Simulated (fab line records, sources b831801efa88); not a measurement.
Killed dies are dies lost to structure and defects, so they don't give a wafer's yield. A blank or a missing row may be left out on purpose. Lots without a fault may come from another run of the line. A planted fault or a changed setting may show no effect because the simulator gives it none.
fab line records | flow sky130
record lots=5 wafers=15 last_day=48
route steps=708 shown LDD_N@244 LDD_P@255
lots that met no fault: from a run of the same line without faults
start_h: hours from the record's first day to the start of the lot's first wafer shown | wait_h: hours since the lot's step before | " the same as in the row above | L1.1+2: a row that stands for several wafers | - no value, or no start given | * or withheld: withheld | < > ~ a bound
route shown NAME@n: a module of which the file shows steps, and the number in the route of the first | usual: mean/standard deviation of fault-free wafers | same: alike in all rows | chamber/n: place in a boat | sites: the reading at each site | _std_site: their standard deviation | _edge_site: outer sites' mean less inner sites' | radius_mm: how far each site lies from the wafer's centre | mask NAME#n: copy n | behind: the tool/chamber that last shaped the wafer | hold: why the lot was held/for how many hours/how that ended | device: the transistor (n, p or np) that didn't switch | end of line: the same wafers' tests at the end of the route | a step without rows: its recipe alone | killed: dies lost to structure and defects at the first sort, not the wafer's yield | map: a wafer's dies, x killed, . not, _ none there
set.NAME: the setting as run; set.NAME@STEP: as run at that earlier step | model.NAME: the simulator's own value behind a step, which no gauge read
lots at some steps of the route; a table a step, a row a wafer
services: from which hour (start_h, from the record's first day; less than 0 if before it) a tool's chamber was out of use, for how many hours, and why
## steps
# step SKY_LDD_N_OVL_MEAS_07
# usual LDD_N_OVL=1.1/1.3
# columns lot.wafer tool chamber start_h wait_h LDD_N_OVL[nm]
L074.1 overlay-01 - 420.74 0.1 1.5
L074.2 " - " " 1.3
L074.5 " - " " 1.8
L079.2 overlay-01 - 435.75 0.1 1.4
L079.5 " - " " -0.1
L079.6 " - " " -0.8
L081.4 overlay-01 - 478.02 0.1 0.9
L081.5 " - " " 1.3
L081.6 " - " " -0.5
L085.2 overlay-02 - 502.60 0.1 4.2
L085.3 " - " " 2.0
L085.5 " - " " 3.2
L086.2 overlay-01 - 511.66 0.1 0.6
L086.3 " - " " -0.9
L086.6 " - " " 0.1
# step SKY_LDD_N_IMPLANT_08
# recipe species=As energy_kev=20 dose_cm2=7.5e+13 tilt_deg=withheld rotation_deg=23
# columns lot.wafer tool chamber start_h wait_h
L074.1+2+5 implanter-01 0 420.77 0.0
L079.2+5+6 implanter-01 0 435.81 0.0
L081.4+5+6 implanter-04 0 478.11 0.1
L085.2+3+5 implanter-01 0 502.66 0.0
L086.2+3+6 implanter-04 0 511.72 0.0
# step SKY_LDD_N_IMPLANT_09
# recipe species=As energy_kev=20 dose_cm2=7.5e+13 tilt_deg=withheld rotation_deg=113
# columns lot.wafer tool chamber start_h wait_h
L074.1+2+5 implanter-01 0 420.92 0.1
L079.2+5+6 implanter-01 0 435.96 0.1
L081.4+5+6 implanter-04 0 478.26 0.1
L085.2+3+5 implanter-01 0 502.81 0.1
L086.2+3+6 implanter-04 0 511.87 0.1
# step SKY_LDD_N_IMPLANT_10
# recipe species=As energy_kev=20 dose_cm2=7.5e+13 tilt_deg=withheld rotation_deg=203
# columns lot.wafer tool chamber start_h wait_h
L074.1+2+5 implanter-01 0 421.07 0.1
L079.2+5+6 implanter-01 0 436.11 0.1
L081.4+5+6 implanter-04 0 478.41 0.1
L085.2+3+5 implanter-01 0 502.96 0.1
L086.2+3+6 implanter-04 0 512.02 0.1
# step SKY_LDD_N_IMPLANT_11
# recipe species=As energy_kev=20 dose_cm2=7.5e+13 tilt_deg=withheld rotation_deg=293
# columns lot.wafer tool chamber start_h wait_h
L074.1+2+5 implanter-01 0 421.22 0.1
L079.2+5+6 implanter-01 0 436.26 0.1
L081.4+5+6 implanter-04 0 478.56 0.1
L085.2+3+5 implanter-01 0 503.11 0.1
L086.2+3+6 implanter-04 0 512.17 0.1
# step SKY_LDD_N_IMPLANT_12
# recipe species=BF2 energy_kev=50 dose_cm2=5e+12 tilt_deg=30 rotation_deg=0
# columns lot.wafer tool chamber start_h wait_h
L074.1+2+5 implanter-01 0 421.37 0.1
L079.2+5+6 implanter-01 0 436.41 0.1
L081.4+5+6 implanter-04 0 478.71 0.1
L085.2+3+5 implanter-01 0 503.26 0.1
L086.2+3+6 implanter-04 0 512.32 0.1
# step SKY_LDD_N_IMPLANT_13
# recipe species=BF2 energy_kev=50 dose_cm2=5e+12 tilt_deg=30 rotation_deg=90
# columns lot.wafer tool chamber start_h wait_h
L074.1+2+5 implanter-01 0 421.52 0.1
L079.2+5+6 implanter-01 0 436.56 0.1
L081.4+5+6 implanter-04 0 478.86 0.1
L085.2+3+5 implanter-01 0 503.41 0.1
L086.2+3+6 implanter-04 0 512.47 0.1
# step SKY_LDD_N_IMPLANT_14
# recipe species=BF2 energy_kev=50 dose_cm2=5e+12 tilt_deg=30 rotation_deg=180
# columns lot.wafer tool chamber start_h wait_h
L074.1+2+5 implanter-01 0 421.67 0.1
L079.2+5+6 implanter-01 0 436.71 0.1
L081.4+5+6 implanter-04 0 479.01 0.1
L085.2+3+5 implanter-01 0 503.56 0.1
L086.2+3+6 implanter-04 0 512.62 0.1
# step SKY_LDD_N_IMPLANT_15
# recipe species=BF2 energy_kev=50 dose_cm2=5e+12 tilt_deg=30 rotation_deg=270
# columns lot.wafer tool chamber start_h wait_h
L074.1+2+5 implanter-01 0 421.82 0.1
L079.2+5+6 implanter-01 0 436.86 0.1
L081.4+5+6 implanter-04 0 479.16 0.1
L085.2+3+5 implanter-01 0 503.71 0.1
L086.2+3+6 implanter-04 0 512.77 0.1
# step SKY_LDD_N_STRIP_16
# recipe chemistry=O2/N2 power_w=1400 pressure_mtorr=1500 platen_temp_c=withheld o2_flow_sccm=3000 n2_flow_sccm=300 overash_fraction=0.5
# usual drypump_motor_current_A=5.9/0.34 oes_product_au=0.407/0.0049 strip_time_to_endpoint_s=4.320/0.013
# columns lot.wafer tool chamber start_h wait_h drypump_motor_current_A oes_product_au rf_hours_counter_h strip_time_to_endpoint_s
L074.1 plasma_asher-03 0 421.97 0.1 6.1 0.406 76 4.310
L074.2 " 1 " " 5.3 0.411 76 4.330
L074.5 " 1 " " 5.3 0.405 - 4.325
L079.2 plasma_asher-01 1 436.98 0.1 6.2 0.407 1 4.339
L079.5 " 0 " " 5.9 0.406 - 4.322
L079.6 " 1 " " 6.2 0.406 - 4.334
L081.4 plasma_asher-01 1 479.27 0.1 6.2 0.398 - 4.329
L081.5 " 0 " " 5.9 0.406 - 4.313
L081.6 " 1 " " 6.2 0.407 - 4.323
L085.2 plasma_asher-03 1 503.83 0.1 5.3 0.405 86 4.333
L085.3 " 1 " " 5.3 0.405 - 4.311
L085.5 " 1 " " 5.3 0.417 - 4.347
L086.2 plasma_asher-03 0 512.89 0.1 6.1 0.405 87 4.336
L086.3 " 0 " " 6.1 0.409 - 4.321
L086.6 " 1 " " 5.3 0.400 - 4.319
# step SKY_LDD_N_TW_MEAS_17
# usual LDD_N_TW=2575/15
# columns lot.wafer tool chamber start_h wait_h LDD_N_TW
L074.1 film_metro-01 - 422.07 0.1 2587
L074.2 " - " " 2571
L074.5 " - " " 2592
L079.2 film_metro-01 - 437.09 0.1 2600
L079.5 " - " " 2589
L079.6 " - " " 2577
L081.4 film_metro-01 - 479.36 0.1 2585
L081.5 " - " " 2599
L081.6 " - " " 2597
L085.2 film_metro-02 - 503.94 0.1 2560
L085.3 " - " " 2572
L085.5 " - " " 2578
L086.2 film_metro-01 - 513.00 0.1 2583
L086.3 " - " " 2585
L086.6 " - " " 2584
# step SKY_LDD_P_DEHYDRATE_00
# recipe temp_c=200 time_s=60
# usual chill_plate_temp_C=22.99/0.11 heater_power_total_W=160.38/0.12
# same time_s=60
# columns lot.wafer tool chamber start_h wait_h chill_plate_temp_C heater_power_total_W
L074.1 litho_track-01 0 436.04 14.0 22.94 160.21
L074.2 " 0 " " 23.07 160.61
L074.5 " 0 " " 22.87 160.32
L079.2 litho_track-01 0 451.91 14.8 22.98 160.44
L079.5 " 0 " " 23.00 160.33
L079.6 " 0 " " 23.00 160.56
L081.4 litho_track-02 0 494.11 14.7 22.82 160.50
L081.5 " 0 " " 22.93 160.23
L081.6 " 0 " " 23.05 160.47
L085.2 litho_track-01 0 518.86 14.9 23.06 160.46
L085.3 " 0 " " 23.17 160.20
L085.5 " 0 " " 23.00 160.41
L086.2 litho_track-01 0 528.16 15.1 22.91 160.58
L086.3 " 0 " " 23.00 160.32
L086.6 " 0 " " 22.97 160.33
# step SKY_LDD_P_HMDS_01
# recipe prime_time_s=60 prime_temp_c=120
# usual chill_plate_temp_C=23.02/0.11
# same prime_time_s=60
# columns lot.wafer tool chamber start_h wait_h chill_plate_temp_C
L074.1 litho_track-01 0 436.19 0.1 23.16
L074.2 " 0 " " 23.02
L074.5 " 0 " " 22.94
L079.2 litho_track-01 0 452.06 0.1 23.26
L079.5 " 0 " " 23.19
L079.6 " 0 " " 23.06
L081.4 litho_track-02 0 494.26 0.1 22.86
L081.5 " 0 " " 22.98
L081.6 " 0 " " 22.98
L085.2 litho_track-01 0 519.01 0.1 22.89
L085.3 " 0 " " 22.99
L085.5 " 0 " " 22.89
L086.2 litho_track-01 0 528.31 0.1 23.09
L086.3 " 0 " " 22.99
L086.6 " 0 " " 23.02
## services
# columns tool chamber start_h hours kind
implanter-04 - 414.75 2.6 repair
plasma_asher-01 - 421.25 9.0 pm
plasma_asher-01 0 421.25 9.0 vent_cycle
plasma_asher-01 1 421.25 9.0 vent_cycle
plasma_asher-01 0 430.25 - clean
plasma_asher-01 1 430.25 - clean
implanter-04 - 487.09 1.1 repair
implanter-01 - 487.31 2.1 repair
implanter-01 - 492.28 2.8 repair
plasma_asher-01 - 518.98 3.6 repair
## key
fault none
